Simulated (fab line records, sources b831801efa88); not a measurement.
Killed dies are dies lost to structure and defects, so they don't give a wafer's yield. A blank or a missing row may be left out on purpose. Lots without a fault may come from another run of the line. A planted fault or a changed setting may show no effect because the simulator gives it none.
One fault seen from 2 desks | flow sky130 | each desk has only its own numbers; what lay behind them comes last

THE METROLOGY DESK
What the gauges read, lot by lot, whatever tool the lot ran on: means of the sampled wafers that have a number. A lot is out of limits, marked OUT, if its mean lies more than 4 standard deviations from the usual mean; the brackets give that distance.
Columns: A = VT_ADJUST_NCORE_OVL at SKY_VT_ADJUST_NCORE_OVL_MEAS_08, usual -0.8 nm
lot  | first seen here | A
L497 | day 9 10:25     | -1.3
L500 | day 9 22:23     | 1.0
L501 | day 10 03:41    | -0.8
L504 | day 11 01:31    | -0.5
L505 | day 11 03:20    | -1.5
L506 | day 11 13:09    | -1.0
L509 | day 12 13:07    | -0.8
L510 | day 12 20:21    | -1.9
L511 | day 13 04:32    | -1.7
L512 | day 13 07:50    | 0.5
L516 | day 14 09:41    | 0.6
L519 | day 15 15:07    | 0.2
This desk's finding: nothing out of limits on any of the 12 lots.

THE TOOL OWNER'S DESK: implanter-03
The tool's own readings at SKY_PWDE_IMPLANT_08: means of the sampled wafers that have a number, for each lot that ran on this tool. A lot is out of limits, marked OUT, if its mean lies more than 4 standard deviations from the usual mean; the brackets give that distance.
Columns: A = beam_energy_keV at SKY_PWDE_IMPLANT_08, usual 149.99
lot  | first seen here | A
L497 | day 4 13:22     | 150.00
L500 | day 4 23:03     | 149.99
L509 | day 7 01:08     | 150.01
L510 | day 7 07:40     | 139.49 (-99 or more) OUT
L512 | day 7 16:47     | 139.46 (-99 or more) OUT
This desk's finding: out of limits on L510, L512; first on L510, day 7 07:40 (beam_energy_keV at SKY_PWDE_IMPLANT_08). In limits: L497, L500, L509.

PUT TOGETHER
The tool owner's desk could have raised an alarm at day 7 07:40, on L510, L512.
The metrology desk saw nothing out of limits.
The metrology desk has L510, L512 on record, within its limits.
Of the lots named, all ran SKY_PWDE_IMPLANT_08 on implanter-03.

WHAT THE SIMULATOR HAD PUT IN
Process parameter drift: implanter-03, from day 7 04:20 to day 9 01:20, at SKY_PWDE_IMPLANT_08. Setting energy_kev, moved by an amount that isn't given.
Lots struck among those shown: L510, L512.
Hours from the fault's start to each desk's first reading out of limits: the tool owner's desk, 3.
